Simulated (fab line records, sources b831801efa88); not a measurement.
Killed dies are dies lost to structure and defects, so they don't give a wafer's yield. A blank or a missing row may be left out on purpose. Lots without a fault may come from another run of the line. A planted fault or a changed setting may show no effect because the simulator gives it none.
One fault seen from 2 desks | flow gf180mcu | each desk has only its own numbers; what lay behind them comes last

THE TOOL OWNER'S DESK: lpcvd-02
The tool's own readings at GF_STI_CVD_03 (deposits Si3N4 from DCS/NH3, target thk 207.16 nm, time 3551 s): means of the sampled wafers that have a number, for each lot that ran on this tool. A lot is out of limits, marked OUT, if its mean lies more than 4 standard deviations from the usual mean; the brackets give that distance.
Columns: A = pressure_mtorr at GF_STI_CVD_03, usual 250.0 mTorr; B = spike_tc_bottom_C at GF_STI_CVD_03, usual 789 C
lot  | first seen here | A     | B
L385 | day 1 12:08     | 249.1 | 782
L386 | day 1 17:10     | 250.0 | 786
L388 | day 2 02:34     | 250.1 | 787
L402 | day 5 02:02     | 250.5 | 787
L404 | day 5 13:34     | 250.4 | 787
This desk's finding: nothing out of limits on any of the 5 lots.

THE METROLOGY DESK
What the gauges read, lot by lot, whatever tool the lot ran on: means of the sampled wafers that have a number. A lot is out of limits, marked OUT, if its mean lies more than 4 standard deviations from the usual mean; the brackets give that distance.
Columns: A = STI_OXIDATION_01_THK at GF_STI_THK_MEAS_22, usual 15.00 nm; B = VT_IMPLANT_03_OVL at GF_VT_IMPLANT_OVL_MEAS_40, usual 0.0 nm
lot  | first seen here | A     | B
L385 | day 2 03:33     | 14.74 | 1.2
L386 | day 2 07:44     | 15.19 | 1.0
L388 | day 2 18:40     | 14.98 | 0.8
L400 | day 5 12:07     | 15.55 | -1.4
L401 | day 5 17:20     | 15.02 | -0.3
L402 | day 6 04:23     | 15.11 | -1.0
L403 | day 6 04:23     | 15.38 | -0.6
L404 | day 6 13:56     | 15.22 | 0.5
L405 | day 6 13:56     | 15.08 | 0.8
L407 | day 7 05:17     | 15.20 | 1.8
L408 | day 7 06:25     | 14.71 | -1.1
This desk's finding: nothing out of limits on any of the 11 lots.

PUT TOGETHER
The tool owner's desk saw nothing out of limits.
The metrology desk saw nothing out of limits.

WHAT THE SIMULATOR HAD PUT IN
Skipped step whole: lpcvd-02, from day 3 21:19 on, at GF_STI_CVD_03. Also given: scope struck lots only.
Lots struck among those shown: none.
